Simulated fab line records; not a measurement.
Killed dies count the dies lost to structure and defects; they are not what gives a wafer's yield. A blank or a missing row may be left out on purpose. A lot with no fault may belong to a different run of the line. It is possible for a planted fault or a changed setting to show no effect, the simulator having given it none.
2 desks looking at one fault + flow sky130 + each desk has only its own numbers; what lay behind them comes last

== TOOL OWNER'S DESK, rie-si-02 ==
The tool's own readings at SKY_POLY_GATE_ETCH_17 (etches poly-Si in HBr/Cl2, stops on SiO2, target depth 180 nm, time 70.5 s): means of the sampled wafers that have a number, for each lot that ran on this tool. Any lot whose mean is over 4 standard deviations away from the usual mean is out of limits and marked OUT; that distance is given in the brackets.
Columns: A = bias-w at SKY_POLY_GATE_ETCH_17, usual 100.00 W; B = drypump-motor-current-A at SKY_POLY_GATE_ETCH_17, usual 5.7 A; C = oes-product-au at SKY_POLY_GATE_ETCH_17, usual 0.989 a.u.; D = throttle-valve-pct at SKY_POLY_GATE_ETCH_17, usual 33.684 %
| lot  | first seen here | A      | B   | C     | D      |
|------|-----------------|--------|-----|-------|--------|
| L631 | day 18 04:50    | 99.99  | 5.8 | 0.993 | 33.685 |
| L638 | day 20 20:08    | 99.70  | 6.0 | 0.997 | 33.683 |
| L640 | day 21 22:17    | 100.04 | 6.1 | 1.007 | 33.687 |
This desk's verdict: no lot among the 3 shows anything out of limits.

== THE METROLOGY DESK ==
Lot by lot, what the gauges showed, no matter which tool ran the lot: averages of those sampled wafers that carry a number. Any lot whose mean is over 4 standard deviations away from the usual mean is out of limits and marked OUT; that distance is given in the brackets.
Columns: A = cd-nm at SKY_POLY_GATE_CD_MEAS_13, usual 149.7 nm; B = POLY_GATE_OVL at SKY_POLY_GATE_OVL_MEAS_14, usual 2 nm
| lot  | first seen here | A     | B  |
|------|-----------------|-------|----|
| L631 | day 18 04:31    | 149.5 | 2  |
| L633 | day 19 04:06    | 150.3 | 3  |
| L638 | day 20 19:48    | 150.5 | 2  |
| L640 | day 21 22:01    | 150.2 | 3  |
| L641 | day 22 08:15    | 148.0 | 5  |
| L643 | day 22 21:29    | 149.9 | 10 |
This desk's verdict: no lot among the 6 shows anything out of limits.

== BROUGHT TOGETHER ==
The tool owner's desk saw nothing out of limits.
The metrology desk saw nothing out of limits.

== WHAT THE SIMULATOR PUT IN ==
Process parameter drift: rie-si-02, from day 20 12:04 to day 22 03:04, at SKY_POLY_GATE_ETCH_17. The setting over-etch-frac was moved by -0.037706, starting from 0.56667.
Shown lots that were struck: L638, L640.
